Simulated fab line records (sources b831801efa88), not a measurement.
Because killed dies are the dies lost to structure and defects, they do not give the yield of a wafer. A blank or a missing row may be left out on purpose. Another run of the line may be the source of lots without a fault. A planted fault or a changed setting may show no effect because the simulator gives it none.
fab line records + flow sky130
record
- lots=14
- wafers=42
- lastDay=50
route steps=708 shown FIELD_ISO@14 VT_ADJUST_HVTP@92 GATE_OXIDE@188 SD_N@354
lots that met no fault: taken from a fault-free run of the same line
startH: the number of hours between the record's first day and the start of the first shown wafer of the lot + waitH: hours since the lot's step before + " repeats the value in the row above + L1.1+2: one row covering several wafers at once + - value missing, or start not given + * or withheld: withheld + < > ~ a bound
route shown NAME@n: NAME is a module with steps in the file, n the number in the route of the first one + usual: the fault-free wafers' mean and standard deviation + same: alike in all rows + chamber/n: place in a boat + sites: the reading at each site + _std_site: how widely they spread, as a standard deviation + _edge_site: mean of outer sites minus mean of inner sites + radiusMm: for every site, how far away it sits from the centre of the wafer + mask NAME#n: copy n + behind: tool/chamber where the wafer was last shaped + hold: what put the lot on hold/how long, in hours/how the hold closed + device: names the non-switching transistor (n, p or np) + end of line: tests of these same wafers at the route's end + where a step has no rows: the recipe by itself + killed: count of dies lost to structure and defects at first sort (not the wafer's yield) + map: shows each die of a wafer: x if killed, . if not, _ if none is there
set.NAME: the run value of the setting; set.NAME@STEP: its run value at that earlier step + model.NAME: the simulator's own value behind a step, which no gauge read
the route's steps for a sample of lots (tables are steps, rows are wafers)
services: the hour from which a tool's chamber was out of use, counted from the record's first day as startH (under 0 if before that day), plus the number of hours and why
## steps
# step SKY_FIELD_ISO_CD_MEAS_13
# recipe
- targetCdNm=150
# usual
- cdNm=150.0/1.5
| lot.wafer | tool     | chamber | startH | waitH | cdNm  |
|-----------|----------|---------|--------|-------|-------|
| L561.1    | cdSem-01 | -       | 29.25  | -     | 153.4 |
| L561.4    | "        | -       | "      | "     | 152.6 |
| L561.5    | "        | -       | "      | "     | 151.3 |
| L563.2    | cdSem-02 | -       | 39.78  | -     | 148.9 |
| L563.5    | "        | -       | "      | "     | 149.0 |
| L563.6    | "        | -       | "      | "     | 149.1 |
| L564.1    | cdSem-02 | -       | 44.11  | -     | 149.7 |
| L564.2    | "        | -       | "      | "     | 150.7 |
| L564.3    | "        | -       | "      | "     | 150.6 |
| L565.2    | cdSem-01 | -       | 49.83  | -     | 151.5 |
| L565.5    | "        | -       | "      | "     | 150.6 |
| L565.6    | "        | -       | "      | "     | 149.5 |
| L566.1    | cdSem-01 | -       | 53.85  | -     | 149.3 |
| L566.3    | "        | -       | "      | "     | 149.7 |
| L566.6    | "        | -       | "      | "     | 149.1 |
| L567.3    | cdSem-01 | -       | 60.25  | -     | 146.7 |
| L567.5    | "        | -       | "      | "     | 148.3 |
| L567.6    | "        | -       | "      | "     | 146.9 |
| L568.1    | cdSem-02 | -       | 67.71  | -     | 151.2 |
| L568.2    | "        | -       | "      | "     | 151.2 |
| L568.5    | "        | -       | "      | "     | 150.0 |
| L569.3    | cdSem-01 | -       | 70.74  | -     | 151.3 |
| L569.4    | "        | -       | "      | "     | 152.3 |
| L569.5    | "        | -       | "      | "     | 152.6 |
| L571.1    | cdSem-01 | -       | 80.76  | -     | 147.5 |
| L571.2    | "        | -       | "      | "     | 147.6 |
| L571.4    | "        | -       | "      | "     | 148.9 |
| L575.2    | cdSem-01 | -       | 101.93 | -     | 151.5 |
| L575.3    | "        | -       | "      | "     | 149.5 |
| L575.5    | "        | -       | "      | "     | 149.7 |
| L581.1    | cdSem-01 | -       | 132.31 | -     | 151.7 |
| L581.2    | "        | -       | "      | "     | 149.4 |
| L581.3    | "        | -       | "      | "     | 150.9 |
| L582.1    | cdSem-02 | -       | 138.65 | -     | 150.4 |
| L582.4    | "        | -       | "      | "     | 148.9 |
| L582.5    | "        | -       | "      | "     | 150.9 |
| L583.2    | cdSem-01 | -       | 142.67 | -     | 150.0 |
| L583.3    | "        | -       | "      | "     | 150.9 |
| L583.4    | "        | -       | "      | "     | 148.2 |
| L584.1    | cdSem-02 | -       | 147.81 | -     | 147.9 |
| L584.3    | "        | -       | "      | "     | 148.7 |
| L584.4    | "        | -       | "      | "     | 147.7 |
# step SKY_VT_ADJUST_HVTP_CD_MEAS_07
# recipe
- targetCdNm=380
# usual
- cdNm=381.0/2.9
| lot.wafer | tool     | chamber | startH | waitH | cdNm  |
|-----------|----------|---------|--------|-------|-------|
| L561.1    | cdSem-01 | -       | 118.46 | 0.1   | 380.8 |
| L561.4    | "        | -       | "      | "     | 380.9 |
| L561.5    | "        | -       | "      | "     | 382.0 |
| L563.2    | cdSem-01 | -       | 135.03 | 0.1   | 382.1 |
| L563.5    | "        | -       | "      | "     | 377.3 |
| L563.6    | "        | -       | "      | "     | 382.3 |
| L564.1    | cdSem-02 | -       | 141.41 | 0.1   | 382.2 |
| L564.2    | "        | -       | "      | "     | 382.1 |
| L564.3    | "        | -       | "      | "     | 385.0 |
| L565.2    | cdSem-02 | -       | 146.68 | 0.1   | 374.8 |
| L565.5    | "        | -       | "      | "     | 376.3 |
| L565.6    | "        | -       | "      | "     | 376.1 |
| L566.1    | cdSem-01 | -       | 152.25 | 0.1   | 378.5 |
| L566.3    | "        | -       | "      | "     | 379.4 |
| L566.6    | "        | -       | "      | "     | 379.1 |
| L567.3    | cdSem-02 | -       | 161.55 | 0.1   | 380.7 |
| L567.5    | "        | -       | "      | "     | 380.7 |
| L567.6    | "        | -       | "      | "     | 383.9 |
| L568.1    | cdSem-02 | -       | 169.15 | 0.1   | 381.2 |
| L568.2    | "        | -       | "      | "     | 380.8 |
| L568.5    | "        | -       | "      | "     | 381.2 |
| L569.3    | cdSem-02 | -       | 173.50 | 0.1   | 385.8 |
| L569.4    | "        | -       | "      | "     | 381.7 |
| L569.5    | "        | -       | "      | "     | 383.2 |
| L571.1    | cdSem-01 | -       | 185.35 | 0.1   | 386.2 |
| L571.2    | "        | -       | "      | "     | 384.7 |
| L571.4    | "        | -       | "      | "     | 385.8 |
| L575.2    | cdSem-02 | -       | 209.77 | 0.1   | 376.3 |
| L575.3    | "        | -       | "      | "     | 377.7 |
| L575.5    | "        | -       | "      | "     | 377.9 |
| L581.1    | cdSem-01 | -       | 248.31 | 0.1   | 376.9 |
| L581.2    | "        | -       | "      | "     | 377.1 |
| L581.3    | "        | -       | "      | "     | 374.7 |
| L582.1    | cdSem-02 | -       | 253.46 | 0.1   | 382.8 |
| L582.4    | "        | -       | "      | "     | 384.1 |
| L582.5    | "        | -       | "      | "     | 383.7 |
| L583.2    | cdSem-02 | -       | 261.97 | 0.1   | 382.3 |
| L583.3    | "        | -       | "      | "     | 380.9 |
| L583.4    | "        | -       | "      | "     | 379.6 |
| L584.1    | cdSem-02 | -       | 268.91 | 0.1   | 378.9 |
| L584.3    | "        | -       | "      | "     | 381.4 |
| L584.4    | "        | -       | "      | "     | 379.6 |
# step SKY_GATE_OXIDE_OXIDATION_01
# recipe
- tempC=900
- ambient=O2
- stabiliseS=600
- purgeS=300
- targetThkA=102.68
- oxTimeS=1473
# usual
- spikeTcBottomC=917.1/0.95
- spikeTcCentreC=900.4/1.1
- spikeTcLowerC=899.9/1.1
- tubeCenterTempC=900/0.077
- tube_center_temp_C_max=902.3/0.37
# same
- stabiliseS=600
| lot.wafer | tool       | chamber | startH | waitH | spikeTcBottomC | spikeTcCentreC | spikeTcLowerC | tubeCenterTempC | tube_center_temp_C_max |
|-----------|------------|---------|--------|-------|----------------|----------------|---------------|-----------------|------------------------|
| L561.1    | furnace-02 | 0       | 279.43 | 0.0   | 916.9          | 898.7          | 897.9         | 899.97          | 902.3                  |
| L561.4    | "          | 0       | "      | "     | 916.7          | 901.0          | 898.0         | 900.06          | 902.8                  |
| L561.5    | "          | 0       | "      | "     | 916.4          | 901.9          | 899.5         | 899.95          | 902.8                  |
| L563.2    | furnace-01 | 0       | 299.50 | 0.0   | 917.2          | 900.3          | 900.5         | 899.94          | 902.1                  |
| L563.5    | "          | 0       | "      | "     | 917.2          | 899.8          | 898.1         | 899.98          | 902.1                  |
| L563.6    | "          | 0       | "      | "     | 917.6          | 899.1          | 901.2         | 899.99          | 903.3                  |
| L564.1    | furnace-01 | 0       | 306.65 | 0.0   | 916.7          | 900.6          | 899.6         | 899.92          | 902.4                  |
| L564.2    | "          | 0       | "      | "     | 918.5          | 899.4          | 899.0         | 899.98          | 902.0                  |
| L564.3    | "          | 0       | "      | "     | 916.8          | 900.5          | 899.2         | 900.11          | 902.5                  |
| L565.2    | furnace-02 | 0       | 316.70 | 2.6   | 917.8          | 900.2          | 899.9         | 899.96          | 902.4                  |
| L565.5    | "          | 0       | "      | "     | 917.9          | 900.1          | 899.0         | 899.92          | 902.0                  |
| L565.6    | "          | 0       | "      | "     | 915.5          | 902.5          | 899.3         | 899.91          | 901.9                  |
| L566.1    | furnace-02 | 0       | 322.36 | 2.1   | 916.7          | 900.7          | 899.1         | 899.98          | 901.9                  |
| L566.3    | "          | 0       | "      | "     | 918.2          | 900.9          | 900.6         | 900.04          | 902.2                  |
| L566.6    | "          | 0       | "      | "     | 918.0          | 900.9          | 900.0         | 899.94          | 902.4                  |
| L567.3    | furnace-02 | 0       | 334.47 | 0.8   | 918.0          | 900.8          | 899.4         | 899.95          | 902.4                  |
| L567.5    | "          | 0       | "      | "     | 917.7          | 901.8          | 901.4         | 899.9           | 902.6                  |
| L567.6    | "          | 0       | "      | "     | 917.5          | 900.8          | 898.8         | 899.89          | 901.9                  |
| L568.1    | furnace-02 | 0       | 345.66 | 1.0   | 918.1          | 901.3          | 901.4         | 900.09          | 902.0                  |
| L568.2    | "          | 0       | "      | "     | 918.1          | 900.5          | 900.7         | 900.03          | 902.4                  |
| L568.5    | "          | 0       | "      | "     | 917.4          | 900.9          | 900.3         | 899.95          | 901.8                  |
| L569.3    | furnace-02 | 0       | 348.58 | 0.8   | 919.0          | 900.0          | 899.2         | 900.05          | 902.1                  |
| L569.4    | "          | 0       | "      | "     | 916.8          | 899.4          | 897.8         | 899.89          | 901.9                  |
| L569.5    | "          | 0       | "      | "     | 917.0          | 901.6          | 903.1         | 899.74          | 902.2                  |
| L571.1    | furnace-02 | 0       | 362.23 | 0.1   | 913.6          | 898.0          | 896.2         | 896.06          | 899.0                  |
| L571.2    | "          | 0       | "      | "     | 912.4          | 897.1          | 896.8         | 896.15          | 898.5                  |
| L571.4    | "          | 0       | "      | "     | 913.0          | 897.0          | 896.6         | 895.97          | 898.1                  |
| L575.2    | furnace-02 | 0       | 396.01 | 1.3   | 913.0          | 896.4          | 895.7         | 895.94          | 898.0                  |
| L575.3    | "          | 0       | "      | "     | 914.0          | 896.6          | 895.4         | 896.07          | 898.5                  |
| L575.5    | "          | 0       | "      | "     | 913.5          | 897.5          | 896.9         | 896.02          | 898.1                  |
| L581.1    | furnace-02 | 0       | 449.30 | 0.5   | 917.1          | 902.0          | 901.3         | 899.99          | 902.1                  |
| L581.2    | "          | 0       | "      | "     | 916.4          | 899.3          | 901.0         | 900.03          | 902.1                  |
| L581.3    | "          | 0       | "      | "     | 917.8          | 899.9          | 898.4         | 900             | 902.6                  |
| L582.1    | furnace-02 | 0       | 454.91 | 0.0   | 917.7          | 900.2          | 898.8         | 900.18          | 902.4                  |
| L582.4    | "          | 0       | "      | "     | 917.8          | 901.1          | 899.4         | 900.05          | 902.4                  |
| L582.5    | "          | 0       | "      | "     | 918.1          | 900.0          | 898.9         | 899.99          | 902.6                  |
| L583.2    | furnace-01 | 0       | 464.26 | 0.2   | 915.8          | 900.1          | 900.5         | 899.95          | 901.8                  |
| L583.3    | "          | 0       | "      | "     | 916.2          | 899.5          | 898.9         | 899.94          | 902.0                  |
| L583.4    | "          | 0       | "      | "     | 916.4          | 900.6          | 900.2         | 899.87          | 902.8                  |
| L584.1    | furnace-01 | 0       | 468.63 | 0.0   | 916.4          | 899.7          | 900.9         | 900.01          | 902.4                  |
| L584.3    | "          | 0       | "      | "     | 916.6          | 899.8          | 900.5         | 900             | 902.3                  |
| L584.4    | "          | 0       | "      | "     | 916.5          | 900.8          | 898.9         | 899.98          | 902.9                  |
# step SKY_SD_N_TW_MEAS_12
# usual
- SD_N_TW=3999/39
| lot.wafer | tool         | chamber | startH | waitH | SD_N_TW |
|-----------|--------------|---------|--------|-------|---------|
| L561.1    | filmMetro-04 | -       | 642.11 | 0.1   | 4000    |
| L561.4    | "            | -       | "      | "     | 3996    |
| L561.5    | "            | -       | "      | "     | 3976    |
| L563.2    | filmMetro-02 | -       | 665.48 | 0.1   | 4077    |
| L563.5    | "            | -       | "      | "     | 4060    |
| L563.6    | "            | -       | "      | "     | 4082    |
| L564.1    | filmMetro-04 | -       | 671.77 | 0.1   | 4002    |
| L564.2    | "            | -       | "      | "     | 4023    |
| L564.3    | "            | -       | "      | "     | 4015    |
| L565.2    | filmMetro-01 | -       | 680.33 | 0.1   | 3963    |
| L565.5    | "            | -       | "      | "     | 3994    |
| L565.6    | "            | -       | "      | "     | 3986    |
| L566.1    | filmMetro-01 | -       | 684.66 | 0.1   | 3986    |
| L566.3    | "            | -       | "      | "     | 3988    |
| L566.6    | "            | -       | "      | "     | 3987    |
| L567.3    | filmMetro-02 | -       | 702.53 | 0.1   | 4085    |
| L567.5    | "            | -       | "      | "     | 4074    |
| L567.6    | "            | -       | "      | "     | 4096    |
| L568.1    | filmMetro-01 | -       | 713.77 | 0.1   | 3963    |
| L568.2    | "            | -       | "      | "     | 3986    |
| L568.5    | "            | -       | "      | "     | 4000    |
| L569.3    | filmMetro-04 | -       | 715.66 | 0.1   | 3979    |
| L569.4    | "            | -       | "      | "     | 4012    |
| L569.5    | "            | -       | "      | "     | 4000    |
| L571.1    | filmMetro-04 | -       | 728.56 | 0.1   | 4025    |
| L571.2    | "            | -       | "      | "     | 3991    |
| L571.4    | "            | -       | "      | "     | 4011    |
| L575.2    | filmMetro-01 | -       | 757.27 | 0.1   | 3984    |
| L575.3    | "            | -       | "      | "     | 3979    |
| L575.5    | "            | -       | "      | "     | 3976    |
| L581.1    | filmMetro-04 | -       | 802.46 | 0.1   | 3970    |
| L581.2    | "            | -       | "      | "     | 3994    |
| L581.3    | "            | -       | "      | "     | 3993    |
| L582.1    | filmMetro-01 | -       | 807.61 | 0.1   | 3940    |
| L582.4    | "            | -       | "      | "     | 3970    |
| L582.5    | "            | -       | "      | "     | 3956    |
| L583.2    | filmMetro-04 | -       | 816.82 | 0.1   | 3955    |
| L583.3    | "            | -       | "      | "     | 3976    |
| L583.4    | "            | -       | "      | "     | 3966    |
| L584.1    | filmMetro-04 | -       | 818.62 | 0.1   | 3938    |
| L584.3    | "            | -       | "      | "     | 3939    |
| L584.4    | "            | -       | "      | "     | 3940    |
## services
| tool       | chamber | startH | hours | kind |
|------------|---------|--------|-------|------|
| furnace-02 | -       | 267.93 | 7.4   | pm   |
| furnace-01 | -       | 315.22 | 3.5   | pm   |
| furnace-02 | -       | 401.66 | 4.3   | pm   |
## key
firstSign
- step=SKY_GATE_OXIDE_OXIDATION_01
- reading=tubeCenterTempC
- direction=down
- sigmas=44
- usual=*
- struck=*
effect
- step=SKY_GATE_OXIDE_OXIDATION_01
- reading=tube_center_temp_C_max
- direction=down
- sigmas=11
- usual=*
- struck=*
metAt SKY_GATE_OXIDE_OXIDATION_01
struckLots L571,L575
testerLeftOut L571,L575
notActingAt SKY_FIELD_ISO_CD_MEAS_13,SKY_VT_ADJUST_HVTP_CD_MEAS_07,SKY_SD_N_TW_MEAS_12
onsetBetween 348.58 362.23
fault
- kind=processParameterDrift
- tool=furnace-02
- chamber=-
- onsetH=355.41
- steps=SKY_GATE_OXIDE_OXIDATION_01
- channel=tempC
- offset=*
- shape=step
- endH=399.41
- actsIn=*
- stated=*
# testerLeftOut: of these lots the tester's yield and bins aren't shown, on N5 and GAA mostly nor the transistor test; their killed dies are dies lost to structure and defects alone, not to doping, threshold or leakage, so they don't give the yield
